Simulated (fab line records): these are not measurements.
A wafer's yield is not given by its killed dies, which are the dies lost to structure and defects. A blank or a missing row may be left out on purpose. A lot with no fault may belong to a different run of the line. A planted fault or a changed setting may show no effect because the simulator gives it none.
Check for tools in common	flow gf180mcu	15 lots, 45 wafers sampled

## WHY THIS WAS OPENED
Flagged at GF_V3_CD_MEAS_14: reading cd nm, on 3 of 15 lots. No-fault wafers: 259.7 nm, standard deviation 1.3.
Rule: a lot is flagged when every wafer of it that has a number lies more than 4 standard deviations from that mean, or none has a number. As for the other lots, they are considered sound.

lot	measured	on	cd nm (nm), wafer by wafer	flag
L548	day 22 14:07	cd sem-02	259.5 260.7 258.6	
L549	day 23 03:13	cd sem-02	258.5 260.4 259.9	
L550	day 23 10:55	cd sem-02	259.8 259.6 260.3	
L553	day 24 15:01	cd sem-02	259.0 258.1 260.3	
L554	day 25 02:37	cd sem-01	258.3 258.7 258.3	
L555	day 25 02:59	cd sem-01	258.2 258.5 258.5	
L557	day 26 03:44	cd sem-02	259.2 260.3 260.6	
L559	day 26 12:10	cd sem-01	258.8 259.8 259.3	
L560	day 26 21:13	cd sem-02	257.8 258.9 256.7	
L562	day 27 11:04	cd sem-02	260.9 260.0 259.9	
L563	day 28 01:40	cd sem-01	260.7 261.9 262.1	
L564	day 28 03:25	cd sem-01	290.5 290.9 291.3	FLAGGED
L568	day 29 10:04	cd sem-02	260.4 259.3 260.2	
L569	day 29 13:35	cd sem-01	287.6 287.7 286.9	FLAGGED
L570	day 29 15:13	cd sem-02	285.3 286.2 286.1	FLAGGED
The numbers of the flagged lots are 288.1 nm on average: +28.4 nm against the usual, or +22 standard deviations.

## LOT BY LOT: THE TOOL USED
The record holds 1 process step before the reading, out of a route of 602 steps. Every cell lists first the tool, next ch and the chambers used by the sampled wafers, and last the start.
lot	flag	GF_V3_SOFTBAKE_10
L548		litho track-03 ch 0, day 22 02:00
L549		litho track-02 ch 0, day 22 15:00
L550		litho track-04 ch 0, day 22 23:00
L553		litho track-02 ch 0, day 24 04:00
L554		litho track-03 ch 0, day 24 16:00
L555		litho track-02 ch 0, day 24 16:00
L557		litho track-02 ch 0, day 25 17:00
L559		litho track-04 ch 0, day 26 01:00
L560		litho track-02 ch 0, day 26 10:00
L562		litho track-04 ch 0, day 27 01:00
L563		litho track-02 ch 0, day 27 15:00
L564	FLAGGED	litho track-02 ch 0, day 27 17:00
L568		litho track-04 ch 0, day 29 00:00
L569	FLAGGED	litho track-02 ch 0, day 29 04:00
L570	FLAGGED	litho track-02 ch 0, day 29 05:00
What the steps here do:
- GF_V3_SOFTBAKE_10: time 60 s.
- GF_V3_CD_MEAS_14: target cd 260 nm.

## FLAGGED OVER TOTAL, TOOL BY TOOL (the gauges that took the reading come last)
step	tool	lots run	flagged	share of the flagged lots	sound lots run after its first flagged lot
GF_V3_SOFTBAKE_10	litho track-02	9	3	all	0
GF_V3_SOFTBAKE_10	litho track-03	2	0	none	-
GF_V3_SOFTBAKE_10	litho track-04	4	0	none	-
GF_V3_CD_MEAS_14	cd sem-01	6	2	some	0
GF_V3_CD_MEAS_14	cd sem-02	9	1	some	0

## WHAT IS ALLOWED BY THE TABLE
In the table, 1 row covers all flagged lots: litho track-02 at GF_V3_SOFTBAKE_10.
- litho track-02 at GF_V3_SOFTBAKE_10 ran 9 lots, 3 of them flagged. Last sound lot L563 at day 27 15:00, first flagged lot L564 at day 27 17:00; a fault beginning in between fits. Its own readings (heater power total W, plate temp C) fall more than 4 standard deviations out on all wafers of the flagged lots.
Left over: one tool, litho track-02 at GF_V3_SOFTBAKE_10.

## WHAT WAS PUT IN BY THE SIMULATOR
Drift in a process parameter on litho track-02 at GF_V3_SOFTBAKE_10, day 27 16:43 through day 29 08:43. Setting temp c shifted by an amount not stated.
Lots struck among those shown: L564, L569, L570. Same finding as the rule above.
